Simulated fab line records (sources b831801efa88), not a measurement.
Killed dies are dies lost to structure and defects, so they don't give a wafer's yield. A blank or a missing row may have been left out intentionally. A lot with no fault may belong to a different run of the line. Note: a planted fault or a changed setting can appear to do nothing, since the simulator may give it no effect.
Which tool is to blame? + flow gf180mcu + at 1 step of a route of 602, 13 lots with 39 wafers sampled

== WHAT THE GAUGES READ, wafer by wafer ==
GF_CONTACT_BOW_MEAS_05.
| lot  | measured     | on            | CONTACT_BOW (um) |
|------|--------------|---------------|------------------|
| L908 | day 16 05:58 | film metro-03 | 57 62 69         |
| L911 | day 17 11:10 | film metro-01 | 75 65 56         |
| L914 | day 18 18:51 | film metro-01 | 61 65 66         |
| L912 | day 18 19:10 | film metro-02 | 65 62 63         |
| L913 | day 18 19:28 | film metro-02 | 72 72 61         |
| L915 | day 19 14:43 | film metro-03 | 72 75 52         |
| L916 | day 19 17:58 | film metro-03 | 68 63 58         |
| L919 | day 20 02:54 | film metro-02 | 78 67 65         |
| L918 | day 20 04:37 | film metro-02 | 61 69 68         |
| L922 | day 20 21:55 | film metro-01 | 58 51 72         |
| L925 | day 21 20:50 | film metro-01 | 65 60 69         |
| L927 | day 22 14:03 | film metro-01 | 58 63 70         |
| L928 | day 22 23:29 | film metro-03 | 69 65 61         |

== TOOL THAT RAN EACH LOT (tool first, then ch and the chambers of the sampled wafers, then the start) ==
The record holds no process step before these readings.

== WHAT THE TOOLS THEMSELVES READ (means of the sampled wafers that have a number; where no wafer has one, the mark that the record gives instead) ==
The record holds no such reading with a usual standard deviation.

== THE ANSWER, worked out from the rows above alone ==
Rule: what is usual is taken from the lots themselves. The widest of any qualifying gaps counts: lots, ordered by their means at a reading, are off when they make up no more than a third of the lots, leave a main group of 4 or more, and stand apart from it by 3 or more times the standard deviation of that group's means. The tables above print the reading to a certain number of digits; a main group whose means all agree to those digits is not used. A lot without any number at a reading at which 4 lots or more have one is off too. The other lots that the step has rows for count as sound. First the gauges in route order, then the tools' own readings, where a lot's mean is used as printed above. At the first step where some lot is off, the reading lying furthest off is the one used; lots without a number count as furthest.
None of the lots is off at any reading shown; this tells nothing.

== WHAT WAS PUT IN BY THE SIMULATOR ==
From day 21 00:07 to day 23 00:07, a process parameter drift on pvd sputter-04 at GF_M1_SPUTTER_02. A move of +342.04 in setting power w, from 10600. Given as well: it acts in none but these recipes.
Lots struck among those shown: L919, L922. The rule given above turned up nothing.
